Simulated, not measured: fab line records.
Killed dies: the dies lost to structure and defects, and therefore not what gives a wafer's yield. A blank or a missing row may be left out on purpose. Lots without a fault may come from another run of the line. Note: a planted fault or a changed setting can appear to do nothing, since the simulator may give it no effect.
fab line records | flow sky130
record lots=5 wafers=15 last-day=50
route steps=708 shown POLY_GATE@229 LDD_N@237 PAD_OPEN@708
lots with no fault: from the same line, run without faults
start-h: hours from the record's first day to the start of the lot's first wafer shown | wait-h: hours since the lot's step before | " repeats the value in the row above | L1.1+2: several wafers, shown together as one row | - either no value or no given start | * or withheld: withheld | < > ~ a bound
route shown NAME@n: names a module that has steps shown in the file, with the first one's number in the route | usual: average and standard deviation across the fault-free wafers | same: alike in all rows | chamber/n: place in a boat | sites: per-site readings | _std_site: their standard deviation | _edge_site: inner sites' mean taken away from outer sites' mean | radius-mm: for every site, how far away it sits from the centre of the wafer | mask NAME#n: copy n | behind: tool/chamber where the wafer was last shaped | hold: cause of the lot's hold/its duration in hours/its outcome | device: the n, p or np transistor that did not switch | end of line: the same wafers' tests at the end of the route | where a step has no rows: the recipe by itself | killed: at the first sort, the dies lost to defects and structure; wafer yield is something else | map: per-die view of a wafer (x killed, . not killed, _ where there is no die)
set.NAME: setting as actually run; set.NAME@STEP: the setting as run at that earlier step | model.NAME: the simulator's own value behind a step, which no gauge read
lots seen at some steps along the route; tables by step, rows by wafer
services: from which hour (start-h, from the record's first day; less than 0 if before it) a tool's chamber was out of use, for how many hours, and why
## steps
# step SKY_POLY_GATE_ETCH_15
# recipe chemistry=N2/H2 target=BARC ion-energy-ev=200 source-w=500 bias-w=100 pressure-mtorr=30 n2-flow-sccm=100 h2-flow-sccm=200 stop-on=SiO2 time-s=118.5 target-depth-a=1100
# usual drypump-motor-current-A=6.0/0.5 n2-flow-sccm=99.98/0.29 oes-product-au=0.716/0.0048 throttle-valve-pct=13.213/0.0092
# columns lot.wafer tool chamber start-h wait-h drypump-motor-current-A n2-flow-sccm oes-product-au rf-hours-counter-h throttle-valve-pct
L780.2 rie-diel-02 3 380.19 0.0 5.2 99.85 0.710 76 13.201
L780.3 " 0 " " 5.9 100.21 0.715 114 13.213
L780.4 " 2 " " 6.2 99.87 0.712 51 13.210
L784.1 rie-diel-01 1 432.89 0.0 6.7 99.50 0.719 26 13.213
L784.3 " 3 " " 5.2 100.13 0.712 6 13.213
L784.6 " 1 " " 6.7 100.11 0.723 - 13.220
L788.3 rie-diel-02 3 441.19 0.0 5.2 100.07 0.711 78 13.218
L788.5 " 2 " " 6.2 100.06 0.712 - 13.211
L788.6 " 3 " " 5.2 99.39 0.705 - 13.214
L795.2 rie-diel-01 1 511.88 0.0 6.7 100.13 0.716 27 13.191
L795.3 " 2 " " 6.1 99.79 0.717 26 13.225
L795.4 " 3 " " 5.2 99.76 0.708 7 13.214
L803.1 rie-diel-01 2 570.38 0.0 6.1 99.48 0.716 27 13.222
L803.2 " 3 " " 5.2 100.22 0.713 9 13.211
L803.6 " 1 " " 6.7 100.30 0.721 - 13.217
# step SKY_POLY_GATE_ETCH_16
# recipe stop-on=poly-Si chemistry=CH3F/O2 target=Si3N4 source-w=400 bias-w=80 pressure-mtorr=25 ch3f-flow-sccm=40 O2_flow_sccm=30 time-s=147.5 target-depth-a=750
# usual drypump-motor-current-A=6.0/0.5 oes-product-au=0.641/0.0048 throttle-valve-pct=10.535/0.0085
# columns lot.wafer tool chamber start-h wait-h drypump-motor-current-A oes-product-au rf-hours-counter-h throttle-valve-pct
L780.2 rie-diel-02 3 380.27 0.0 5.2 0.646 76 10.533
L780.3 " 0 " " 5.8 0.647 114 10.537
L780.4 " 2 " " 6.2 0.645 51 10.529
L784.1 rie-diel-01 1 432.97 0.0 6.7 0.639 26 10.533
L784.3 " 3 " " 5.2 0.646 6 10.529
L784.6 " 1 " " 6.7 0.638 - 10.531
L788.3 rie-diel-02 3 441.27 0.0 5.2 0.645 78 10.534
L788.5 " 2 " " 6.2 0.635 - 10.541
L788.6 " 3 " " 5.2 0.644 - 10.529
L795.2 rie-diel-01 1 511.96 0.0 6.7 0.632 27 10.532
L795.3 " 2 " " 6.1 0.645 26 10.530
L795.4 " 3 " " 5.2 0.638 8 10.541
L803.1 rie-diel-01 2 570.47 0.0 6.1 0.647 27 10.538
L803.2 " 3 " " 5.1 0.642 9 10.532
L803.6 " 1 " " 6.7 0.635 - 10.535
# step SKY_POLY_GATE_ETCH_17
# recipe target-depth-nm=180 stop-on=SiO2 over-etch-frac=0.56667 chemistry=HBr/Cl2 target=poly-Si icp-w=400 bias-w=100 pressure-mtorr=10 HBr_flow_sccm=150 Cl2_flow_sccm=50 time-s=70.5
# usual HBr_flow_sccm=150.0/0.45 drypump-motor-current-A=5.4/0.48 oes-product-au=0.985/0.0076 throttle-valve-pct=33.685/0.0094
# same over-etch-frac=0.56667
# columns lot.wafer tool chamber start-h wait-h HBr_flow_sccm drypump-motor-current-A oes-product-au rf-hours-counter-h throttle-valve-pct
L780.2 rie-si-02 0 380.37 0.0 149.6 5.1 0.985 4 33.680
L780.3 " 3 " " 150.3 4.8 0.993 45 33.683
L780.4 " 1 " " 150.9 5.5 0.985 5 33.681
L784.1 rie-si-01 2 433.07 0.0 150.2 6.0 0.977 0 33.683
L784.3 " 3 " " 150.1 6.1 0.986 4 33.679
L784.6 " 0 " " 149.8 5.1 0.995 - 33.674
L788.3 rie-si-01 1 441.37 0.0 149.3 5.8 0.980 55 33.688
L788.5 " 1 " " 150.2 5.8 0.979 - 33.679
L788.6 " 2 " " 149.9 6.0 0.971 - 33.676
L795.2 rie-si-01 2 512.06 0.0 149.6 6.0 0.981 1 33.683
L795.3 " 0 " " 150.1 5.1 0.994 5 33.677
L795.4 " 0 " " 149.8 5.2 0.993 - 33.693
L803.1 rie-si-01 2 570.57 0.0 149.8 5.9 0.975 1 33.681
L803.2 " 1 " " 151.2 5.7 0.980 0 33.692
L803.6 " 3 " " 149.8 6.1 0.976 - 33.684
# step SKY_POLY_GATE_STRIP_18
# recipe chemistry=O2/N2 power-w=1400 pressure-mtorr=1500 platen-temp-c=withheld o2-flow-sccm=3000 n2-flow-sccm=300 overash-fraction=0.5
# usual drypump-motor-current-A=5.5/0.49 n2-flow-sccm=300.0/0.98 oes-product-au=0.361/0.0048 strip-time-to-endpoint-s=3.170/0.024
# same overash-fraction=0.5
# columns lot.wafer tool chamber start-h wait-h drypump-motor-current-A n2-flow-sccm oes-product-au rf-hours-counter-h strip-time-to-endpoint-s
L780.2 plasma-asher-02 0 380.43 0.0 5.5 299.0 0.358 55 3.170
L780.3 " 1 " " 4.7 300.4 0.363 - 3.190
L780.4 " 0 " " 5.5 299.4 0.363 - 3.163
L784.1 plasma-asher-01 0 433.12 0.0 6.3 301.3 0.360 74 3.177
L784.3 " 1 " " 6.1 300.4 0.363 - 3.195
L784.6 " 0 " " 6.3 302.4 0.365 - 3.176
L788.3 plasma-asher-01 0 441.46 0.1 6.3 300.1 0.361 - 3.174
L788.5 " 0 " " 6.3 299.8 0.370 - 3.196
L788.6 " 1 " " 6.1 297.8 0.355 - 3.187
L795.2 plasma-asher-01 1 512.12 0.0 6.2 301.0 0.367 82 3.207
L795.3 " 1 " " 6.1 301.3 0.361 - 3.175
L795.4 " 0 " " 6.3 299.6 0.355 - 3.151
L803.1 plasma-asher-04 1 570.62 0.0 5.8 299.9 0.360 14 3.158
L803.2 " 0 " " 5.4 299.0 0.368 14 3.139
L803.6 " 1 " " 5.8 301.9 0.358 - 3.188
# step SKY_POLY_GATE_CLEAN_19
# recipe chemistry=SC1/SC2 mix=1:4:20 temp-c=70 time-s=150 dry=n2-spin
# step SKY_POLY_GATE_OXIDATION_20
# recipe temp-c=850 ambient=O2 stabilise-s=600 purge-s=300 target-thk-a=40 ox-time-s=899
# step SKY_POLY_GATE_THK_MEAS_21
# recipe reads=SiO2_of_POLY_GATE_OXIDATION_20
# usual POLY_GATE_OXIDATION_THK=4.00/0.076
# columns lot.wafer tool chamber start-h wait-h POLY_GATE_OXIDATION_THK[nm]
L780.2 film-metro-02 - 386.59 0.0 3.98
L780.3 " - " " 3.95
L780.4 " - " " 3.87
L784.1 film-metro-04 - 435.35 0.0 4.03
L784.3 " - " " 3.99
L784.6 " - " " 3.94
L788.3 film-metro-03 - 443.29 0.0 3.97
L788.5 " - " " 4.06
L788.6 " - " " 4.02
L795.2 film-metro-03 - 513.53 0.0 3.97
L795.3 " - " " 3.99
L795.4 " - " " 3.99
L803.1 film-metro-02 - 572.03 0.0 3.96
L803.2 " - " " 3.95
L803.6 " - " " 3.94
# step SKY_POLY_GATE_CD_MEAS_22
# usual cd-nm=149.9/2
# columns lot.wafer tool chamber start-h wait-h cd-nm
L780.2 cd-sem-01 - 386.66 0.1 146.6
L780.3 " - " " 146.0
L780.4 " - " " 147.4
L784.1 cd-sem-02 - 435.41 0.1 147.1
L784.3 " - " " 148.1
L784.6 " - " " 147.5
L788.3 cd-sem-01 - 443.39 0.1 148.9
L788.5 " - " " 150.4
L788.6 " - " " 149.2
L795.2 cd-sem-01 - 513.61 0.1 151.3
L795.3 " - " " 150.2
L795.4 " - " " 148.7
L803.1 cd-sem-01 - 572.09 0.1 151.0
L803.2 " - " " 151.5
L803.6 " - " " 150.7
# step SKY_LDD_N_DEHYDRATE_00
# recipe temp-c=200 time-s=60
# step SKY_LDD_N_HMDS_01
# recipe prime-time-s=60 prime-temp-c=120
# step SKY_LDD_N_COAT_02
# recipe resist=NOVOLAK spin-rpm=3000 resist-thk-nm=300
# step SKY_LDD_N_SOFTBAKE_03
# recipe temp-c=90 time-s=60 resist=NOVOLAK
# step SKY_LDD_N_EXPOSE_04
# recipe mask-id=NTM target-cd-nm=840 na=0.6 source-shape=conventional sigma-outer=0.6 dose-mj=110
# usual stage-vel-mm-s=499.98/0.26
# same sigma-outer=0.6
# columns lot.wafer tool chamber start-h wait-h mask stage-vel-mm-s
L780.2 iline-stepper-02 0 401.75 - NTM#0 500.25
L780.3 " 0 " " NTM#0 500.05
L780.4 " 0 " " NTM#0 500.54
L784.1 iline-stepper-02 0 450.49 - NTM_R1#0 499.69
L784.3 " 0 " " NTM_R1#0 500.15
L784.6 " 0 " " NTM_R1#0 499.66
L788.3 iline-stepper-02 0 459.60 - NTM#0 500.29
L788.5 " 0 " " NTM#0 499.70
L788.6 " 0 " " NTM#0 500.06
L795.2 iline-stepper-02 0 529.55 - NTM#0 499.92
L795.3 " 0 " " NTM#0 500.15
L795.4 " 0 " " NTM#0 500.10
L803.1 iline-stepper-01 0 587.44 - NTM#0 500.18
L803.2 " 0 " " NTM#0 500.48
L803.6 " 0 " " NTM#0 500.21
# step SKY_LDD_N_PEB_05
# recipe temp-c=withheld time-s=* resist=NOVOLAK
# step SKY_PAD_OPEN_PROBE_99
# usual killed_at_M0_to_M3=42/7.2 killed_at_M4_up=3.2/1.8 killed-at-contacts=24/5.4 killed-at-front-end=15/4 killed-at-other=0.3/0.59 killed-dies=84/9 killed-open=46/7.1 killed-short=38/6
# same gross-dies=492 killed-at-back-side=0
# columns lot.wafer tool chamber start-h wait-h killed_at_M0_to_M3 killed_at_M4_up killed-at-contacts killed-at-front-end killed-at-other killed-dies killed-open killed-short
L780.2 prober-01 - 1087.50 0.1 47 2 22 15 1 87 44 42
L780.3 prober-01 - 1087.55 0.2 31 3 33 21 0 88 55 33
L780.4 prober-01 - 1087.60 0.2 38 5 18 14 0 75 33 42
L784.1 prober-01 - 1126.78 0.1 44 2 24 18 1 89 46 42
L784.3 prober-01 - 1126.88 0.2 40 2 31 20 1 94 49 45
L784.6 prober-01 - 1127.03 0.2 52 2 18 10 0 82 43 39
L788.3 prober-01 - 1128.66 0.2 41 4 24 19 0 88 44 44
L788.5 prober-01 - 1128.76 0.2 44 2 32 26 0 104 52 50
L788.6 prober-01 - 1128.81 0.2 39 6 25 12 0 82 39 43
L795.2 prober-02 - 1171.18 0.1 39 2 21 14 1 77 37 38
L795.3 prober-02 - 1171.23 0.2 32 3 25 14 0 74 39 34
L795.4 prober-02 - 1171.28 0.2 47 4 18 13 0 82 42 40
L803.1 prober-02 - 1199.96 0.1 45 4 22 20 0 91 54 37
L803.2 prober-02 - 1200.01 0.1 50 2 29 7 0 88 59 28
L803.6 prober-02 - 1200.21 0.2 51 6 28 9 0 94 55 39
# killed by level:class
L780.2 VIA1:geometric-particle:open=12 CONTACT:geometric-particle:open=10 VIA2:geometric-particle:open=6 FIELD_ISO:geometric-particle:open=5 LOCAL_INTERCONNECT:geometric-particle:short=5 METAL2:geometric-particle:short=5 METAL3:geometric-particle:short=5 VIA3:geometric-particle:short=5
L780.3 CONTACT:geometric-particle:open=14 POLY_GATE:geometric-particle:open=8 LI_CONTACT:geometric-particle:open=8 VIA1:geometric-particle:open=7 VIA3:geometric-particle:open=6 POLY_GATE:geometric-particle:short=5 LI_CONTACT:geometric-particle:short=4 FIELD_ISO:geometric-particle:short=3
L780.4 VIA1:geometric-particle:open=8 CONTACT:geometric-particle:short=6 CONTACT:geometric-particle:open=6 VIA1:geometric-particle:short=5 METAL4:geometric-particle:short=5 FIELD_ISO:geometric-particle:short=4 POLY_GATE:geometric-particle:open=4 LI_CONTACT:geometric-particle:short=4
L784.1 CONTACT:geometric-particle:open=10 FIELD_ISO:geometric-particle:open=6 VIA1:geometric-particle:open=6 VIA3:geometric-particle:open=6 FIELD_ISO:geometric-particle:short=5 METAL1:geometric-particle:short=5 VIA1:geometric-particle:short=5 METAL3:geometric-particle:short=5
L784.3 CONTACT:geometric-particle:open=12 VIA3:geometric-particle:open=9 FIELD_ISO:geometric-particle:short=7 VIA1:geometric-particle:open=7 CONTACT:geometric-particle:short=6 VIA1:geometric-particle:short=6 LI_CONTACT:geometric-particle:short=5 LI_CONTACT:geometric-particle:open=5
L784.6 VIA1:geometric-particle:short=13 VIA1:geometric-particle:open=12 VIA3:geometric-particle:open=7 CONTACT:geometric-particle:open=6 FIELD_ISO:geometric-particle:open=5 LI_CONTACT:geometric-particle:open=5 CONTACT:geometric-particle:short=4 METAL1:geometric-particle:short=4
L788.3 VIA1:geometric-particle:open=13 CONTACT:geometric-particle:short=9 VIA2:geometric-particle:short=7 FIELD_ISO:geometric-particle:open=6 CONTACT:geometric-particle:open=6 VIA3:geometric-particle:open=5 POLY_GATE:geometric-particle:open=4 VIA1:geometric-particle:short=4
L788.5 VIA1:geometric-particle:open=13 FIELD_ISO:geometric-particle:short=8 CONTACT:geometric-particle:open=8 FIELD_ISO:geometric-particle:open=7 CONTACT:geometric-particle:short=7 VIA1:geometric-particle:short=7 VIA3:geometric-particle:open=7 LI_CONTACT:geometric-particle:open=6
L788.6 CONTACT:geometric-particle:open=8 VIA1:geometric-particle:open=7 LI_CONTACT:geometric-particle:open=6 VIA1:geometric-particle:short=6 METAL4:geometric-particle:short=6 VIA3:geometric-particle:short=6 VIA2:geometric-particle:open=5 LI_CONTACT:geometric-particle:short=4
L795.2 VIA1:geometric-particle:open=8 CONTACT:geometric-particle:open=8 METAL2:geometric-particle:short=8 CONTACT:geometric-particle:short=6 METAL1:geometric-particle:short=6 VIA2:geometric-particle:open=6 VIA3:geometric-particle:open=5 FIELD_ISO:geometric-particle:short=4
L795.3 CONTACT:geometric-particle:open=10 VIA3:geometric-particle:open=8 LI_CONTACT:geometric-particle:open=7 VIA1:geometric-particle:open=7 FIELD_ISO:geometric-particle:short=5 VIA2:geometric-particle:short=5 METAL2:geometric-particle:short=5 FIELD_ISO:geometric-particle:open=4
L795.4 VIA1:geometric-particle:open=13 LI_CONTACT:geometric-particle:open=6 METAL2:geometric-particle:short=5 VIA3:geometric-particle:open=5 METAL1:geometric-particle:short=5 METAL3:geometric-particle:short=5 VIA2:geometric-particle:open=4 CONTACT:geometric-particle:open=4
L803.1 VIA1:geometric-particle:open=12 FIELD_ISO:geometric-particle:short=9 LI_CONTACT:geometric-particle:open=9 CONTACT:geometric-particle:open=9 VIA3:geometric-particle:open=8 METAL1:geometric-particle:short=5 VIA2:geometric-particle:open=5 FIELD_ISO:geometric-particle:open=4
L803.2 CONTACT:geometric-particle:open=17 VIA1:geometric-particle:open=14 VIA3:geometric-particle:open=11 VIA2:geometric-particle:open=6 METAL1:geometric-particle:short=5 CONTACT:geometric-particle:short=5 METAL2:geometric-particle:short=4 LI_CONTACT:geometric-particle:open=3
L803.6 VIA3:geometric-particle:open=15 LI_CONTACT:geometric-particle:open=10 CONTACT:geometric-particle:open=8 VIA1:geometric-particle:open=7 METAL4:geometric-particle:short=5 CONTACT:geometric-particle:short=5 METAL1:geometric-particle:short=5 VIA2:geometric-particle:open=5
## services
# columns tool chamber start-h hours kind
rie-diel-01 2 364.20 3.0 repair
rie-diel-02 - 370.45 0.7 repair
plasma-asher-01 - 372.48 0.7 repair
rie-si-01 - 376.22 14.6 pm
rie-diel-02 0 382.69 - clean
rie-si-01 - 390.82 4.3 pm
iline-stepper-02 - 406.13 1.7 pm
plasma-asher-02 - 410.71 7.8 repair
plasma-asher-04 - 421.25 9.0 pm
plasma-asher-02 - 436.89 1.4 repair
plasma-asher-02 - 442.14 8.7 repair
iline-stepper-01 - 443.77 1.7 pm
plasma-asher-04 - 450.31 2.7 repair
plasma-asher-02 - 453.70 1.1 repair
rie-diel-02 3 463.61 45.6 repair
rie-diel-01 - 464.14 0.2 repair
iline-stepper-02 - 479.27 4.4 pm
iline-stepper-01 - 485.49 10.9 repair
rie-diel-02 1 500.95 7.3 repair
plasma-asher-01 - 501.71 4.3 pm
rie-diel-02 3 526.40 6.2 repair
iline-stepper-01 - 530.41 1.0 repair
rie-diel-01 2 560.15 4.3 repair
iline-stepper-01 - 568.72 2.1 pm
## key
first-sign step=SKY_LDD_N_EXPOSE_04 reading=mask direction=changed
effect none on later readings
met-at SKY_LDD_N_EXPOSE_04
struck-wafers L784.1,L784.3,L784.6
tester-left-out L784
onset-between 401.75 450.49
fault kind=wrong-mask tool=any chamber=- onset-h=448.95 steps=SKY_LDD_N_EXPOSE_04 aux-copy=NTM_R1#0 cd-offset-nm=-101 scope=struck-lots-only
# tester-left-out: of these lots the tester's yield and bins aren't shown, on N5 and GAA mostly nor the transistor test; their killed dies are dies lost to structure and defects alone, not to doping, threshold or leakage, so they don't give the yield
